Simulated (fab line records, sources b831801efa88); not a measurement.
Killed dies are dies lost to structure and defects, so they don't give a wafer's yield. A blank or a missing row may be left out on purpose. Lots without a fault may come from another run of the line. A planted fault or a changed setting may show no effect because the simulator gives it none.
fab line records | flow sky130
record lots=6 wafers=18 last_day=50
route steps=708 shown LOCAL_INTERCONNECT@389 PAD_OPEN@708
lots that met no fault: from a run of the same line without faults
start_h: hours from the record's first day to the start of the lot's first wafer shown | wait_h: hours since the lot's step before | " the same as in the row above | L1.1+2: a row that stands for several wafers | - no value, or no start given | * or withheld: withheld | < > ~ a bound
route shown NAME@n: a module of which the file shows steps, and the number in the route of the first | usual: mean/standard deviation of fault-free wafers | same: alike in all rows | chamber/n: place in a boat | sites: the reading at each site | _std_site: their standard deviation | _edge_site: outer sites' mean less inner sites' | radius_mm: how far each site lies from the wafer's centre | mask NAME#n: copy n | behind: the tool/chamber that last shaped the wafer | hold: why the lot was held/for how many hours/how that ended | device: the transistor (n, p or np) that didn't switch | end of line: the same wafers' tests at the end of the route | a step without rows: its recipe alone | killed: dies lost to structure and defects at the first sort, not the wafer's yield | map: a wafer's dies, x killed, . not, _ none there
set.NAME: the setting as run; set.NAME@STEP: as run at that earlier step | model.NAME: the simulator's own value behind a step, which no gauge read
lots at some steps of the route; a table a step, a row a wafer
services: from which hour (start_h, from the record's first day; less than 0 if before it) a tool's chamber was out of use, for how many hours, and why
## steps
# step SKY_LOCAL_INTERCONNECT_THK_MEAS_02
# recipe thk_meas_gauge=xrf reads=TiN_of_LOCAL_INTERCONNECT_SPUTTER_00
# usual LOCAL_INTERCONNECT_TIN_THK=99.1/1.2
# columns lot.wafer tool chamber start_h wait_h LOCAL_INTERCONNECT_TIN_THK[nm]
L643.1 film_metro-04 - 691.87 0.1 97.8
L643.2 " - " " 99.1
L643.3 " - " " 98.1
L648.2 film_metro-02 - 730.55 0.1 100.6
L648.3 " - " " 101.9
L648.6 " - " " 99.7
L646.1 film_metro-01 - 731.72 9.6 98.8
L646.3 " - " " 100.2
L646.4 " - " " 98.6
L651.1 film_metro-04 - 762.82 0.1 98.9
L651.4 " - " " 98.5
L651.5 " - " " 99.5
L658.1 film_metro-02 - 820.87 0.1 99.4
L658.3 " - " " 98.4
L658.5 " - " " 98.0
L662.2 film_metro-02 - 838.03 0.1 100.2
L662.3 " - " " 99.0
L662.6 " - " " 100.2
# step SKY_LOCAL_INTERCONNECT_DEHYDRATE_03
# recipe temp_c=200 time_s=60
# step SKY_LOCAL_INTERCONNECT_HMDS_04
# recipe prime_time_s=60 prime_temp_c=120
# step SKY_LOCAL_INTERCONNECT_COAT_05
# recipe resist=BARC temp_c=withheld time_s=withheld spin_rpm=3000 resist_thk_nm=60
# step SKY_LOCAL_INTERCONNECT_COAT_06
# recipe resist=KrF-thick spin_rpm=3000 resist_thk_nm=450
# step SKY_LOCAL_INTERCONNECT_SOFTBAKE_07
# recipe temp_c=100 time_s=90 resist=KrF-thick
# step SKY_LOCAL_INTERCONNECT_EXPOSE_08
# recipe mask_id=LI1M na=0.8 source_shape=annular sigma_inner=0.55 sigma_outer=0.85 target_cd_nm=170 dose_mj=28
# step SKY_LOCAL_INTERCONNECT_PEB_09
# recipe peb_temp_c=withheld peb_time_s=withheld resist=KrF-thick
# step SKY_LOCAL_INTERCONNECT_DEVELOP_10
# recipe develop_time_s=60 resist=KrF-thick dev_temp_c=21
# step SKY_LOCAL_INTERCONNECT_CD_MEAS_11
# recipe target_cd_nm=170
# usual cd_nm=170.2/1.6
# columns lot.wafer tool chamber start_h wait_h cd_nm
L643.1 cd_sem-01 - 719.80 - 168.8
L643.2 " - " " 171.2
L643.3 " - " " 170.5
L648.2 cd_sem-01 - 758.32 - 170.1
L648.3 " - " " 168.6
L648.6 " - " " 170.6
L646.1 cd_sem-02 - 759.00 - 170.7
L646.3 " - " " 171.6
L646.4 " - " " 173.3
L651.1 cd_sem-01 - 789.73 - 171.3
L651.4 " - " " 170.6
L651.5 " - " " 168.9
L658.1 cd_sem-02 - 847.42 - 171.8
L658.3 " - " " 171.9
L658.5 " - " " 171.8
L662.2 cd_sem-01 - 864.05 - 171.3
L662.3 " - " " 169.6
L662.6 " - " " 169.1
# step SKY_LOCAL_INTERCONNECT_OVL_MEAS_12
# usual LOCAL_INTERCONNECT_OVL=-1/5.9
# columns lot.wafer tool chamber start_h wait_h LOCAL_INTERCONNECT_OVL[nm]
L643.1 overlay-01 - 719.92 0.1 3
L643.2 " - " " -4
L643.3 " - " " -5
L648.2 overlay-01 - 758.42 0.1 -6
L648.3 " - " " 1
L648.6 " - " " -7
L646.1 overlay-01 - 759.12 0.1 -14
L646.3 " - " " -4
L646.4 " - " " -6
L651.1 overlay-02 - 789.85 0.1 2
L651.4 " - " " 0
L651.5 " - " " 6
L658.1 overlay-01 - 847.54 0.1 -5
L658.3 " - " " -4
L658.5 " - " " -5
L662.2 overlay-01 - 864.15 0.1 -9
L662.3 " - " " -7
L662.6 " - " " -6
# step SKY_LOCAL_INTERCONNECT_ETCH_13
# recipe chemistry=N2/H2 target=BARC ion_energy_ev=200 bias_w=100 pressure_mtorr=30 n2_flow_sccm=100 h2_flow_sccm=200 icp_w=500 stop_on=SiO2 time_s=45.9 target_depth_a=600
# usual bias_w=100.07/0.3 chamber_pressure_mTorr=30.001/0.027 drypump_motor_current_A=6.14/0.23 oes_product_au=0.855/0.005 rf_fwd_power_W=495.7/2 throttle_valve_pct=13.224/0.009
# columns lot.wafer tool chamber start_h wait_h bias_w chamber_pressure_mTorr drypump_motor_current_A oes_product_au rf_fwd_power_W rf_hours_counter_h throttle_valve_pct
L643.1 rie_metal-03 1 719.95 0.0 99.94 30.015 6.13 0.860 497.2 9 13.222
L643.2 " 0 " " 100.11 29.961 6.22 0.858 496.0 13 13.207
L643.3 " 1 " " 99.83 30.047 6.13 0.858 496.2 - 13.224
L648.2 rie_metal-04 1 758.45 0.0 100.31 30.002 6.33 0.860 496.1 4 13.225
L648.3 " 1 " " 100.25 30.014 6.32 0.844 497.5 - 13.217
L648.6 " 1 " " 100.19 30.028 6.33 0.861 497.4 - 13.220
L646.1 rie_metal-02 0 759.15 0.0 100.26 30.045 5.63 0.857 496.5 0 13.221
L646.3 " 1 " " 99.54 29.970 6.38 0.851 497.3 - 13.228
L646.4 " 0 " " 99.89 30.000 5.65 0.857 495.6 - 13.209
L651.1 rie_metal-03 1 789.88 0.0 99.93 30.008 6.15 0.852 494.5 11 13.224
L651.4 " 0 " " 100.57 30.024 6.23 0.857 495.6 - 13.210
L651.5 " 1 " " 99.38 30.019 6.12 0.855 497.8 - 13.240
L658.1 rie_metal-02 0 847.57 0.0 99.87 29.979 5.61 0.857 495.3 4 13.220
L658.3 " 1 " " 99.81 29.986 6.35 0.850 496.5 - 13.239
L658.5 " 1 " " 100.11 29.993 6.37 0.852 496.9 - 13.229
L662.2 rie_metal-04 1 864.18 0.0 100.04 30.046 6.29 0.853 495.0 9 13.225
L662.3 " 0 " " 100.57 29.944 5.90 0.855 491.2 - 13.205
L662.6 " 1 " " 99.86 29.990 6.30 0.848 496.6 - 13.231
# step SKY_LOCAL_INTERCONNECT_METAL_ETCH_14
# recipe target_depth_nm=110 stop_on=PSG chemistry=Cl2/BCl3 target=TiN resist_sidewall_deg=88 pressure_mtorr=10 icp_w=900 bias_w=48.5 Cl2_flow_sccm=60 bcl3_flow_sccm=30 time_s=31.4
# usual bcl3_flow_sccm=30.00/0.088 bias_w=48.50/0.14 drypump_motor_current_A=6.13/0.23 oes_product_au=0.944/0.0074 rf_fwd_power_W=891/3.6 throttle_valve_pct=21.899/0.01
# columns lot.wafer tool chamber start_h wait_h bcl3_flow_sccm bias_w drypump_motor_current_A oes_product_au rf_fwd_power_W rf_hours_counter_h throttle_valve_pct model.KrF-thick_of_LOCAL_INTERCONNECT_COAT_06.thk_nm
L643.1 rie_metal-03 1 720.02 0.0 29.95 48.58 6.11 0.937 895 9 21.904 350.2
L643.2 " 0 " " 30.16 48.23 6.21 0.943 892 13 21.901 350.7
L643.3 " 1 " " 30.03 48.66 6.10 0.940 896 - 21.899 349.6
L648.2 rie_metal-04 1 758.52 0.0 - - - - - - - 394
L648.3 " 1 " " - - - - - - - 393.8
L648.6 " 1 " " - - - - - - - 393.5
L646.1 rie_metal-02 0 759.22 0.0 - - - - - - - 392.1
L646.3 " 1 " " - - - - - - - 391.1
L646.4 " 0 " " - - - - - - - 391.3
L651.1 rie_metal-03 1 789.95 0.0 30.04 48.53 6.12 0.942 894 11 21.884 348.8
L651.4 " 0 " " 29.85 48.64 6.20 0.946 887 - 21.912 348.9
L651.5 " 1 " " 29.93 48.45 6.13 0.946 897 - 21.900 349.4
L658.1 rie_metal-02 0 847.63 0.0 30.08 48.72 5.62 0.944 890 4 21.902 353.3
L658.3 " 1 " " 29.89 48.41 6.37 0.940 889 - 21.922 351.1
L658.5 " 1 " " 29.97 48.57 6.36 0.930 889 - 21.917 350.7
L662.2 rie_metal-04 1 864.25 0.0 30.10 48.20 6.33 0.945 894 9 21.917 354.2
L662.3 " 0 " " 30.00 48.66 5.86 0.940 885 - 21.902 352.6
L662.6 " 1 " " 29.92 48.21 6.30 0.947 895 - 21.894 353.7
# step SKY_LOCAL_INTERCONNECT_STRIP_15
# recipe chemistry=O2/N2 power_w=1400 pressure_mtorr=1500 platen_temp_c=withheld o2_flow_sccm=3000 n2_flow_sccm=300 overash_fraction=0.5
# usual drypump_motor_current_A=5.6/0.36 oes_product_au=0.427/0.0043 strip_time_to_endpoint_s=4.733/0.023
# columns lot.wafer tool chamber start_h wait_h drypump_motor_current_A oes_product_au rf_hours_counter_h strip_time_to_endpoint_s
L643.1 plasma_asher-04 1 720.07 0.0 5.7 0.419 90 4.738
L643.2 " 0 " " 5.3 0.427 90 4.740
L643.3 " 1 " " 5.7 0.426 - 4.742
L648.2 plasma_asher-04 1 758.57 0.0 5.7 0.446 94 5.210
L648.3 " 0 " " 5.3 0.439 - 5.204
L648.6 " 0 " " 5.3 0.445 - 5.204
L646.1 plasma_asher-04 1 759.27 0.0 5.7 0.447 94 5.195
L646.3 " 0 " " 5.3 0.445 - 5.161
L646.4 " 1 " " 5.7 0.445 - 5.173
L651.1 plasma_asher-04 0 790.00 0.0 5.3 0.430 97 4.725
L651.4 " 1 " " 5.7 0.430 - 4.714
L651.5 " 1 " " 5.7 0.426 - 4.721
L658.1 plasma_asher-04 0 847.69 0.0 5.3 0.434 103 4.783
L658.3 " 0 " " 5.3 0.432 - 4.757
L658.5 " 0 " " 5.3 0.434 - 4.750
L662.2 plasma_asher-04 1 864.30 0.0 5.7 0.434 104 4.787
L662.3 " 1 " " 5.7 0.424 - 4.767
L662.6 " 1 " " 5.7 0.432 - 4.772
# step SKY_LOCAL_INTERCONNECT_STRIP_16
# recipe chemistry=post_etch_residue_remover time_s=1200 temp_c=72.5
# step SKY_PAD_OPEN_PROBE_99
# usual killed_at_M0_to_M3=42/6.3 killed_at_M4_up=2.8/1.9 killed_at_contacts=23/5.3 killed_at_front_end=16/4.3 killed_at_other=0.2/0.51 killed_dies=84/9.3 killed_on_rim=16/4.2 killed_open=46/7.6 killed_short=38/6.3
# same gross_dies=492 killed_at_back_side=0
# columns lot.wafer tool chamber start_h wait_h killed_at_M0_to_M3 killed_at_M4_up killed_at_contacts killed_at_front_end killed_at_other killed_dies killed_on_rim killed_open killed_short
L643.1 prober-01 - 1088.82 0.1 37 2 29 18 0 86 19 50 36
L643.2 prober-01 - 1088.87 0.1 38 5 17 23 0 83 19 52 31
L643.3 prober-01 - 1088.92 0.2 52 7 17 15 1 92 13 51 41
L648.2 prober-01 - 1118.41 0.1 39 3 439 11 0 492 96 42 34
L648.3 prober-01 - 1118.46 0.2 47 4 427 14 0 492 96 34 45
L648.6 prober-01 - 1118.61 0.2 37 0 447 8 0 492 96 36 26
L646.1 prober-02 - 1118.73 0.1 34 6 437 14 1 492 96 48 34
L646.3 prober-02 - 1118.83 0.2 39 4 435 14 0 492 96 56 34
L646.4 prober-02 - 1118.88 0.2 51 0 421 20 0 492 96 46 39
L651.1 prober-01 - 1140.70 0.1 39 3 23 15 0 80 19 47 33
L651.4 prober-01 - 1140.85 0.2 52 5 25 13 0 95 24 55 40
L651.5 prober-01 - 1140.90 0.2 44 5 29 14 0 92 17 50 42
L658.1 prober-02 - 1177.95 0.1 41 4 30 18 0 93 21 50 43
L658.3 prober-02 - 1178.05 0.2 43 2 25 16 1 87 19 43 44
L658.5 prober-02 - 1178.15 0.2 31 3 23 9 0 66 7 28 38
L662.2 prober-02 - 1192.72 0.1 39 6 20 21 0 86 11 47 39
L662.3 prober-02 - 1192.77 0.2 40 1 15 18 1 75 17 42 33
L662.6 prober-02 - 1192.92 0.2 41 2 14 18 0 75 12 29 46
# killed by level:class
L643.1 CONTACT:geometric_particle:open=10 METAL2:geometric_particle:short=9 LI_CONTACT:geometric_particle:open=8 VIA1:geometric_particle:open=7 FIELD_ISO:geometric_particle:short=6 CONTACT:geometric_particle:short=6 FIELD_ISO:geometric_particle:open=4 POLY_GATE:geometric_particle:open=4
L643.2 CONTACT:geometric_particle:open=8 FIELD_ISO:geometric_particle:open=7 METAL1:geometric_particle:short=7 VIA3:geometric_particle:open=6 VIA1:geometric_particle:open=6 POLY_GATE:geometric_particle:open=5 VIA1:geometric_particle:short=5 LI_CONTACT:geometric_particle:open=4
L643.3 VIA1:geometric_particle:open=14 CONTACT:geometric_particle:open=9 METAL2:geometric_particle:short=7 VIA3:geometric_particle:open=7 METAL4:geometric_particle:short=7 VIA2:geometric_particle:open=6 VIA3:geometric_particle:short=5 FIELD_ISO:geometric_particle:open=4
L648.2 LOCAL_INTERCONNECT:area_etch=416 CONTACT:geometric_particle:open=11 VIA1:geometric_particle:open=10 METAL1:geometric_particle:short=7 VIA2:geometric_particle:open=6 POLY_GATE:geometric_particle:short=5 VIA3:geometric_particle:open=5 CONTACT:geometric_particle:short=4
L648.3 LOCAL_INTERCONNECT:area_etch=413 METAL2:geometric_particle:short=11 VIA1:geometric_particle:open=10 METAL1:geometric_particle:short=7 VIA2:geometric_particle:open=7 CONTACT:geometric_particle:open=5 FIELD_ISO:geometric_particle:short=4 VIA1:geometric_particle:short=4
L648.6 LOCAL_INTERCONNECT:area_etch=430 VIA1:geometric_particle:open=8 CONTACT:geometric_particle:open=6 METAL1:geometric_particle:short=5 LI_CONTACT:geometric_particle:open=4 LOCAL_INTERCONNECT:geometric_particle:short=4 VIA1:geometric_particle:short=4 VIA2:geometric_particle:open=4
L646.1 LOCAL_INTERCONNECT:area_etch=410 CONTACT:geometric_particle:open=17 VIA1:geometric_particle:open=9 VIA1:geometric_particle:short=7 METAL1:geometric_particle:short=5 FIELD_ISO:geometric_particle:open=4 LI_CONTACT:geometric_particle:open=4 VIA3:geometric_particle:open=4
L646.3 LOCAL_INTERCONNECT:area_etch=402 CONTACT:geometric_particle:open=19 VIA1:geometric_particle:open=10 VIA2:geometric_particle:open=6 METAL1:geometric_particle:open=4 VIA3:geometric_particle:open=4 CONTACT:geometric_particle:short=4 LOCAL_INTERCONNECT:geometric_particle:short=4
L646.4 LOCAL_INTERCONNECT:area_etch=407 VIA1:geometric_particle:open=11 VIA1:geometric_particle:short=9 FIELD_ISO:geometric_particle:short=6 VIA2:geometric_particle:open=6 VIA3:geometric_particle:open=5 POLY_GATE:geometric_particle:short=4 LI_CONTACT:geometric_particle:open=4
L651.1 CONTACT:geometric_particle:open=13 VIA1:geometric_particle:open=8 VIA1:geometric_particle:short=8 FIELD_ISO:geometric_particle:open=7 METAL2:geometric_particle:short=4 LI_CONTACT:geometric_particle:open=4 VIA2:geometric_particle:open=4 POLY_GATE:geometric_particle:open=3
L651.4 VIA1:geometric_particle:open=10 VIA3:geometric_particle:open=10 VIA2:geometric_particle:open=9 LI_CONTACT:geometric_particle:open=7 CONTACT:geometric_particle:open=7 CONTACT:geometric_particle:short=6 LOCAL_INTERCONNECT:geometric_particle:short=5 METAL1:geometric_particle:short=5
L651.5 CONTACT:geometric_particle:open=15 VIA1:geometric_particle:short=8 LOCAL_INTERCONNECT:geometric_particle:short=7 VIA1:geometric_particle:open=7 VIA2:geometric_particle:open=6 FIELD_ISO:geometric_particle:open=4 POLY_GATE:geometric_particle:short=4 LI_CONTACT:geometric_particle:open=4
L658.1 CONTACT:geometric_particle:open=14 FIELD_ISO:geometric_particle:short=9 VIA2:geometric_particle:open=8 METAL1:geometric_particle:short=8 VIA1:geometric_particle:open=7 LI_CONTACT:geometric_particle:open=5 VIA2:geometric_particle:short=5 LOCAL_INTERCONNECT:geometric_particle:short=4
L658.3 VIA2:geometric_particle:open=8 LI_CONTACT:geometric_particle:open=7 CONTACT:geometric_particle:open=7 METAL2:geometric_particle:short=7 CONTACT:geometric_particle:short=6 FIELD_ISO:geometric_particle:open=5 METAL1:geometric_particle:short=5 VIA3:geometric_particle:open=5
L658.5 VIA1:geometric_particle:open=8 CONTACT:geometric_particle:short=7 CONTACT:geometric_particle:open=5 LI_CONTACT:geometric_particle:short=4 METAL1:geometric_particle:short=4 VIA2:geometric_particle:open=4 VIA3:geometric_particle:short=3 LI_CONTACT:geometric_particle:open=3
L662.2 VIA1:geometric_particle:open=10 METAL1:geometric_particle:short=7 LI_CONTACT:geometric_particle:open=6 CONTACT:geometric_particle:open=6 VIA2:geometric_particle:open=6 FIELD_ISO:geometric_particle:short=5 POLY_GATE:geometric_particle:open=5 VIA3:geometric_particle:open=5
L662.3 VIA1:geometric_particle:open=9 VIA3:geometric_particle:open=8 FIELD_ISO:geometric_particle:short=6 VIA1:geometric_particle:short=6 FIELD_ISO:geometric_particle:open=5 CONTACT:geometric_particle:open=4 CONTACT:geometric_particle:short=3 POLY_GATE:geometric_particle:open=3
L662.6 METAL2:geometric_particle:short=9 VIA1:geometric_particle:open=8 FIELD_ISO:geometric_particle:short=6 POLY_GATE:geometric_particle:short=6 CONTACT:geometric_particle:open=6 LI_CONTACT:geometric_particle:short=4 VIA1:geometric_particle:short=4 METAL1:geometric_particle:short=4
# map L646.1 (x killed, . not)
__________xxxxxxxxxx_________
________xxxxxxxxxxxxxx_______
______xxxxxxxxxxxxxxxxxx_____
_____xxxxxxxxxxxxxxxxxxxx____
____xxxxxxxxxxxxxxxxxxxxxx___
___xxxxxxxxxxxxxxxxxxxxxxxx__
__xxxxxxxxxxxxxxxxxxxxxxxxxx_
_xxxxxxxxxxxxxxxxxxxxxxxxxxxx
_xxxxxxxxxxxxxxxxxxxxxxxxxxxx
_xxxxxxxxxxxxxxxxxxxxxxxxxxxx
_xxxxxxxxxxxxxxxxxxxxxxxxxxxx
_xxxxxxxxxxxxxxxxxxxxxxxxxxxx
_xxxxxxxxxxxxxxxxxxxxxxxxxxxx
_xxxxxxxxxxxxxxxxxxxxxxxxxxxx
_xxxxxxxxxxxxxxxxxxxxxxxxxxxx
__xxxxxxxxxxxxxxxxxxxxxxxxxx_
___xxxxxxxxxxxxxxxxxxxxxxxx__
____xxxxxxxxxxxxxxxxxxxxxx___
_____xxxxxxxxxxxxxxxxxxxx____
______xxxxxxxxxxxxxxxxxx_____
________xxxxxxxxxxxxxx_______
__________xxxxxxxxxx_________
# map L648.2 (x killed, . not)
__________xxxxxxxxxx_________
________xxxxxxxxxxxxxx_______
______xxxxxxxxxxxxxxxxxx_____
_____xxxxxxxxxxxxxxxxxxxx____
____xxxxxxxxxxxxxxxxxxxxxx___
___xxxxxxxxxxxxxxxxxxxxxxxx__
__xxxxxxxxxxxxxxxxxxxxxxxxxx_
_xxxxxxxxxxxxxxxxxxxxxxxxxxxx
_xxxxxxxxxxxxxxxxxxxxxxxxxxxx
_xxxxxxxxxxxxxxxxxxxxxxxxxxxx
_xxxxxxxxxxxxxxxxxxxxxxxxxxxx
_xxxxxxxxxxxxxxxxxxxxxxxxxxxx
_xxxxxxxxxxxxxxxxxxxxxxxxxxxx
_xxxxxxxxxxxxxxxxxxxxxxxxxxxx
_xxxxxxxxxxxxxxxxxxxxxxxxxxxx
__xxxxxxxxxxxxxxxxxxxxxxxxxx_
___xxxxxxxxxxxxxxxxxxxxxxxx__
____xxxxxxxxxxxxxxxxxxxxxx___
_____xxxxxxxxxxxxxxxxxxxx____
______xxxxxxxxxxxxxxxxxx_____
________xxxxxxxxxxxxxx_______
__________xxxxxxxxxx_________
## services
# columns tool chamber start_h hours kind
rie_metal-04 0 714.98 18.0 repair
rie_metal-02 0 729.35 - clean
rie_metal-02 0 729.35 19.7 scheduled_down
rie_metal-02 0 729.35 19.7 vent_cycle
rie_metal-03 - 741.63 1.0 repair
rie_metal-04 0 800.38 23.9 repair
rie_metal-03 - 805.44 0.8 repair
rie_metal-02 1 815.47 - clean
rie_metal-02 1 815.47 25.4 scheduled_down
rie_metal-02 1 815.47 25.4 vent_cycle
rie_metal-04 0 824.26 - clean
rie_metal-04 0 824.26 18.1 scheduled_down
rie_metal-04 0 824.26 18.1 vent_cycle
plasma_asher-04 - 834.18 2.5 repair
rie_metal-03 0 847.66 - clean
rie_metal-03 0 847.66 23.2 scheduled_down
rie_metal-03 0 847.66 23.2 vent_cycle
## key
first_sign step=SKY_LOCAL_INTERCONNECT_METAL_ETCH_14 reading=tool_record direction=missing
effect step=SKY_LOCAL_INTERCONNECT_STRIP_15 reading=strip_time_to_endpoint_s direction=up sigmas=20 usual=* struck=*
effect step=SKY_PAD_OPEN_PROBE_99 reading=killed_at_contacts direction=up sigmas=78 usual=23 struck=434
model_effect step=SKY_LOCAL_INTERCONNECT_METAL_ETCH_14 value=KrF-thick_of_LOCAL_INTERCONNECT_COAT_06.thk_nm without=348.8 struck=392.6
more_kills_born_at SKY_LOCAL_INTERCONNECT_METAL_ETCH_14@rie_metal-04=1259 SKY_LOCAL_INTERCONNECT_METAL_ETCH_14@rie_metal-02=1219
met_at SKY_LOCAL_INTERCONNECT_METAL_ETCH_14
struck_wafers L646.1,L646.3,L646.4,L648.2,L648.3,L648.6
later_rows_left_out L646.1,L646.3,L646.4,L648.2,L648.3,L648.6
tester_left_out L646,L648
fault kind=skipped_step_whole tool=rie_metal-02,rie_metal-04 chamber=- onset_h=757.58 steps=SKY_LOCAL_INTERCONNECT_METAL_ETCH_14 scope=struck_lots_only
# tester_left_out: of these lots the tester's yield and bins aren't shown, on N5 and GAA mostly nor the transistor test; their killed dies are dies lost to structure and defects alone, not to doping, threshold or leakage, so they don't give the yield
# later_rows_left_out: the simulator's readings of these wafers behind a module that went badly wrong aren't trusted and aren't shown, but for the sort
